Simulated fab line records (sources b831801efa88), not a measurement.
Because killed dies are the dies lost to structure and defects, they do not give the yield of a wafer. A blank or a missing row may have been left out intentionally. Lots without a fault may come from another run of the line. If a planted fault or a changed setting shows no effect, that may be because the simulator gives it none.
Which tool is to blame? / flow sky130 / 12 lots, 35 wafers sampled, at 6 steps of a route of 708

WHAT THE GAUGES SHOWED, per wafer
SKY_CONTACT_CD_MEAS_14: the cd target is 170 nm.
lot=L617; measured=day 32 02:37; on=cd-sem-02; cd-nm (nm)=171.3 169.2 170.5
lot=L618; measured=day 32 04:29; on=cd-sem-02; cd-nm (nm)=168.1 168.5 168.2
lot=L621; measured=day 33 06:58; on=cd-sem-02; cd-nm (nm)=169.8 170.1 169.1
lot=L619; measured=day 33 08:07; on=cd-sem-02; cd-nm (nm)=168.9 169.9 168.9
lot=L620; measured=day 33 09:15; on=cd-sem-01; cd-nm (nm)=167.6 168.4 168.4
lot=L623; measured=day 34 15:31; on=cd-sem-02; cd-nm (nm)=169.9 171.4 169.9
lot=L625; measured=day 35 07:22; on=cd-sem-01; cd-nm (nm)=171.4 171.3 168.5
lot=L627; measured=day 35 13:59; on=cd-sem-01; cd-nm (nm)=170.9 172.6 172.1
lot=L629; measured=day 36 16:01; on=cd-sem-01; cd-nm (nm)=170.7 171.9
lot=L635; measured=day 37 17:19; on=cd-sem-01; cd-nm (nm)=169.7 169.1 168.8
lot=L637; measured=day 38 11:35; on=cd-sem-01; cd-nm (nm)=170.7 169.7 168.6
lot=L639; measured=day 38 17:12; on=cd-sem-02; cd-nm (nm)=170.7 171.0 169.8

SKY_CONTACT_RS_MEAS_25: measures by four-point-probe.
lot=L617; measured=day 32 03:40; on=film-metro-03; CONTACT_W_RS (ohm/sq)=0.337 0.341 0.338
lot=L618; measured=day 32 05:32; on=film-metro-03; CONTACT_W_RS (ohm/sq)=0.334 0.349 0.338
lot=L621; measured=day 33 08:04; on=film-metro-03; CONTACT_W_RS (ohm/sq)=0.336 0.343 0.343
lot=L619; measured=day 33 09:11; on=film-metro-01; CONTACT_W_RS (ohm/sq)=0.349 0.338 0.350
lot=L620; measured=day 33 10:19; on=film-metro-04; CONTACT_W_RS (ohm/sq)=0.354 0.351 0.336
lot=L623; measured=day 34 16:35; on=film-metro-01; CONTACT_W_RS (ohm/sq)=0.355 0.351 0.340
lot=L625; measured=day 35 08:25; on=film-metro-01; CONTACT_W_RS (ohm/sq)=0.350 0.341 0.349
lot=L627; measured=day 35 15:02; on=film-metro-01; CONTACT_W_RS (ohm/sq)=0.342 0.343 0.337
lot=L629; measured=day 36 17:09; on=film-metro-04; CONTACT_W_RS (ohm/sq)=0.340 0.338
lot=L635; measured=day 37 18:29; on=film-metro-03; CONTACT_W_RS (ohm/sq)=0.340 0.338 0.336
lot=L637; measured=day 38 12:40; on=film-metro-03; CONTACT_W_RS (ohm/sq)=0.354 0.345 0.343
lot=L639; measured=day 38 18:16; on=film-metro-01; CONTACT_W_RS (ohm/sq)=0.337 0.334 0.339

SKY_METAL2_CD_MEAS_15: the cd target is 140 nm.
lot=L617; measured=day 35 17:05; on=cd-sem-02; cd-nm (nm)=138.0 137.8 137.6
lot=L618; measured=day 35 19:17; on=cd-sem-01; cd-nm (nm)=140.5 140.5 138.9
lot=L621; measured=day 36 20:41; on=cd-sem-02; cd-nm (nm)=136.2 136.5 136.8
lot=L619; measured=day 36 21:35; on=cd-sem-01; cd-nm (nm)=140.9 140.2 140.9
lot=L620; measured=day 36 22:46; on=cd-sem-02; cd-nm (nm)=140.7 138.5 139.8
lot=L623; measured=day 38 03:37; on=cd-sem-01; cd-nm (nm)=140.3 139.4 139.9
lot=L625; measured=day 38 18:16; on=cd-sem-02; cd-nm (nm)=138.3 138.5 138.7
lot=L627; measured=day 39 00:47; on=cd-sem-02; cd-nm (nm)=140.6 140.7 141.1
lot=L629; measured=day 40 01:08; on=cd-sem-02; cd-nm (nm)=138.1 -
lot=L635; measured=day 41 00:34; on=cd-sem-02; cd-nm (nm)=140.6 139.9 140.6
lot=L637; measured=day 41 17:16; on=cd-sem-02; cd-nm (nm)=139.8 140.4 140.2
lot=L639; measured=day 41 22:23; on=cd-sem-01; cd-nm (nm)=139.6 140.1 138.8

SKY_METAL2_OVL_MEAS_16.
lot=L617; measured=day 35 17:13; on=overlay-02; METAL2_OVL (nm)=12 5 5
lot=L618; measured=day 35 19:23; on=overlay-01; METAL2_OVL (nm)=5 1 6
lot=L621; measured=day 36 20:48; on=overlay-01; METAL2_OVL (nm)=-2 -4 -6
lot=L619; measured=day 36 21:43; on=overlay-02; METAL2_OVL (nm)=3 7 1
lot=L620; measured=day 36 22:53; on=overlay-02; METAL2_OVL (nm)=0 1 0
lot=L623; measured=day 38 03:44; on=overlay-02; METAL2_OVL (nm)=2 1 -3
lot=L625; measured=day 38 18:23; on=overlay-02; METAL2_OVL (nm)=10 7 5
lot=L627; measured=day 39 00:54; on=overlay-02; METAL2_OVL (nm)=4 6 -4
lot=L629; measured=day 40 01:15; on=overlay-02; METAL2_OVL (nm)=7 -
lot=L635; measured=day 41 00:40; on=overlay-01; METAL2_OVL (nm)=-3 -4 -6
lot=L637; measured=day 41 17:22; on=overlay-01; METAL2_OVL (nm)=0 2 1
lot=L639; measured=day 41 22:30; on=overlay-02; METAL2_OVL (nm)=9 10 19

EACH LOT AND THE TOOL THAT RAN IT (in order: tool; ch and the chambers of the sampled wafers; start)
lot=L617; SKY_CONTACT_SPUTTER_23=pvd-sputter-03, day 32 03:30; SKY_METAL2_EXPOSE_12=krf-scanner-02 ch 0, day 35 03:23
lot=L618; SKY_CONTACT_SPUTTER_23=pvd-sputter-02, day 32 05:19; SKY_METAL2_EXPOSE_12=krf-scanner-01 ch 0, day 35 06:25
lot=L621; SKY_CONTACT_SPUTTER_23=pvd-sputter-03, day 33 07:53; SKY_METAL2_EXPOSE_12=krf-scanner-02 ch 0, day 36 06:50
lot=L619; SKY_CONTACT_SPUTTER_23=pvd-sputter-02, day 33 09:01; SKY_METAL2_EXPOSE_12=krf-scanner-01 ch 0, day 36 08:05
lot=L620; SKY_CONTACT_SPUTTER_23=pvd-sputter-02, day 33 10:09; SKY_METAL2_EXPOSE_12=krf-scanner-01 ch 0, day 36 09:34
lot=L623; SKY_CONTACT_SPUTTER_23=pvd-sputter-03, day 34 16:25; SKY_METAL2_EXPOSE_12=krf-scanner-01 ch 0, day 37 15:19
lot=L625; SKY_CONTACT_SPUTTER_23=pvd-sputter-04, day 35 08:15; SKY_METAL2_EXPOSE_12=krf-scanner-02 ch 0, day 38 05:44
lot=L627; SKY_CONTACT_SPUTTER_23=pvd-sputter-02, day 35 14:52; SKY_METAL2_EXPOSE_12=krf-scanner-02 ch 0, day 38 11:36
lot=L629; SKY_CONTACT_SPUTTER_23=pvd-sputter-03, day 36 16:58; SKY_METAL2_EXPOSE_12=krf-scanner-01 ch 0, day 39 12:32
lot=L635; SKY_CONTACT_SPUTTER_23=pvd-sputter-03, day 37 18:17; SKY_METAL2_EXPOSE_12=krf-scanner-02 ch 0, day 40 12:42
lot=L637; SKY_CONTACT_SPUTTER_23=pvd-sputter-03, day 38 12:29; SKY_METAL2_EXPOSE_12=krf-scanner-02 ch 0, day 41 06:02
lot=L639; SKY_CONTACT_SPUTTER_23=pvd-sputter-03, day 38 18:05; SKY_METAL2_EXPOSE_12=krf-scanner-02 ch 0, day 41 11:25
- SKY_CONTACT_SPUTTER_23: material TiN, target thk 20 nm, time 80 s.
- SKY_METAL2_EXPOSE_12: exposes mask MM2, target cd 140 nm.

AS READ BY THE TOOLS THEMSELVES (means over the sampled wafers that have a number; for cases with no such wafer, the mark the record gives instead)
SKY_CONTACT_SPUTTER_23.
lot=L617; tool=pvd-sputter-03; throttle-valve-pct (%)=28.8
lot=L618; tool=pvd-sputter-02; throttle-valve-pct (%)=29.4
lot=L621; tool=pvd-sputter-03; throttle-valve-pct (%)=29.6
lot=L619; tool=pvd-sputter-02; throttle-valve-pct (%)=29.8
lot=L620; tool=pvd-sputter-02; throttle-valve-pct (%)=30.2
lot=L623; tool=pvd-sputter-03; throttle-valve-pct (%)=29.7
lot=L625; tool=pvd-sputter-04; throttle-valve-pct (%)=30.1
lot=L627; tool=pvd-sputter-02; throttle-valve-pct (%)=30.2
lot=L629; tool=pvd-sputter-03; throttle-valve-pct (%)=29.9
lot=L635; tool=pvd-sputter-03; throttle-valve-pct (%)=30.4
lot=L637; tool=pvd-sputter-03; throttle-valve-pct (%)=30.6
lot=L639; tool=pvd-sputter-03; throttle-valve-pct (%)=30.2

THE ANSWER, worked out from the rows above alone
Rule: what is usual is taken from the lots themselves. Put in order of their means at a reading, lots are off if they are a third of the lots or fewer, leave a main group of 4 or more, and stand apart from it by a gap of 3 or more times the standard deviation of the main group's means; of several such gaps the widest counts. If all means in a main group match to the digits the tables above print for the reading, that group is not used. A lot without any number at a reading at which 4 lots or more have one is off too. Any other lot the step has rows for is counted as sound. Order of review: gauges by route order, followed by the tools' own readings, for which a lot's mean as printed above is used. The first step at which some lot is off is used, and at that step the reading that is off furthest; a lot without a number counts as furthest.
No lot is off at any reading shown: from this, nothing can be told.

WHAT THE SIMULATOR HAD PUT IN
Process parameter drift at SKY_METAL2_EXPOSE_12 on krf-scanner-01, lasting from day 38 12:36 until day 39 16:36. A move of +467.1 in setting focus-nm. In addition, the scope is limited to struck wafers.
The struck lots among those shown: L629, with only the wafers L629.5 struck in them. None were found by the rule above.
